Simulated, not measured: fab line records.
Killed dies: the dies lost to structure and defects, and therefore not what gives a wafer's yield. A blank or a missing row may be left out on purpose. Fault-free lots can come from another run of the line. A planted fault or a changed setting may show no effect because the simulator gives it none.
A lot that was struck, set against a sound lot || flow gf180mcu || 15 steps out of a route of 602
Sound: the wafers L632.1, L632.3, L632.5. Struck: wafers L643.1, L643.6 (left out: L643.5, a lot-mate that was not struck); the cause follows at the end.
Per side, at each step with rows, come the tool, then ch with its chambers, and then its first start. Under that, the readings that differ: sound wafers || struck wafers || difference of the means || sigmas: that difference in standard deviations of wafers without a fault.
alike: readings whose means differ by less than 2 such deviations, and words and numbers that are the same on both sides. not compared: withheld readings, readings that some wafer has no value for, bounds like >300 that may hide the same value, and numbers for which the record gives no deviation and whose values overlap.
Wherever a step has rows on one side only, a row that says differs or no value, or a row with sigmas, the two part there. Numbers that have no deviation but don't overlap get no sigmas and don't part them. A reading that every wafer of one side lacks parts them only if that side has two wafers or more.

first, 3 steps without rows for these wafers: GF_V2_EXPOSE_11 (exposes mask Via2, target cd 260 nm); GF_V2_PEB_12 (peb time 90 s); GF_V2_DEVELOP_13 (develop time 60 s).
GF_V2_CD_MEAS_14: target cd 260 nm.
  sound: cd_sem-01 at day 20 06:33; struck: cd_sem-02 at day 24 06:51
  alike: cd_nm
GF_V2_OVL_MEAS_15:
  sound: overlay-02 at day 20 06:40; struck: overlay-01 at day 24 06:58
  alike: V2_OVL
GF_V2_ETCH_16: etches BARC in N2/H2.
  sound on rie_diel-03 ch 2,3, day 20 06:43; struck on rie_diel-01 ch 1,3, day 24 07:00
  alike: drypump_motor_current_A, h2_flow_sccm, oes_product_au, throttle_valve_pct
GF_V2_ETCH_17: etches SiO2 in C4F8/O2/Ar, stops on TiN, target depth 630 nm.
  sound on rie_diel-03 ch 2,3; struck on rie_diel-01 ch 1,3
  alike: oes_product_au
GF_V2_STRIP_18: strips in O2/N2.
  sound on plasma_asher-01 ch 0,1, day 20 06:50; struck on plasma_asher-04 ch 0,1, day 24 07:08
  alike: drypump_motor_current_A, heater_power_w, oes_product_au
  not compared: rf_hours_counter_h
then, 2 steps without rows for these wafers: GF_V2_STRIP_19 (strips in post etch residue remover, time 1200 s); GF_V2_CLEAN_20 (cleans in DIW).
GF_V2_SPUTTER_21: material Ti, target thk 15 nm, time 80.02 s.
  sound: pvd_sputter-03 at day 20 07:30; struck: pvd_sputter-01 at day 24 07:42
  alike: throttle_valve_pct
GF_V2_SPUTTER_22: material TiN, target thk 10 nm, time 40 s.
  sound: pvd_sputter-03 at day 20 07:34; struck: pvd_sputter-01 at day 24 07:46
  alike: throttle_valve_pct
GF_V2_CVD_23: deposits W, target thk 350 nm, time 104.94 s.
  sound on cvd_w-02 ch 0, day 20 07:36; struck on cvd_w-01 ch 0, day 24 07:48
{"reading": "heater_power_w (W)", "sound": "1132 1129 1119", "struck": "825 822", "difference": -303, "sigmas": -3}
{"reading": "model.W_of_V2_CVD_23.thk_nm (nm)", "sound": "349.7 350.7 351.3", "struck": "356.4 352.6", "difference": "+3.9", "sigmas": ""}
GF_V2_RS_MEAS_24: the measuring method here is four-point-probe.
  sound: film_metro-02 at day 20 07:43; struck: film_metro-04 at day 24 07:55
  alike: V2_W_RS
then, 1 step without rows for these wafers: GF_PASSIVATION_PROBE_99.

== WHERE THEY PART ==
GF_V2_CVD_23 only, going by this record. Later steps at which nothing parts them and some readings are alike: GF_V2_RS_MEAS_24.

WHY: what had been put in by the simulator
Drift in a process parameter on cvd_w-01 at GF_V2_CVD_23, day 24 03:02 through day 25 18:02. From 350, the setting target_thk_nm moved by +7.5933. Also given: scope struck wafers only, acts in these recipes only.
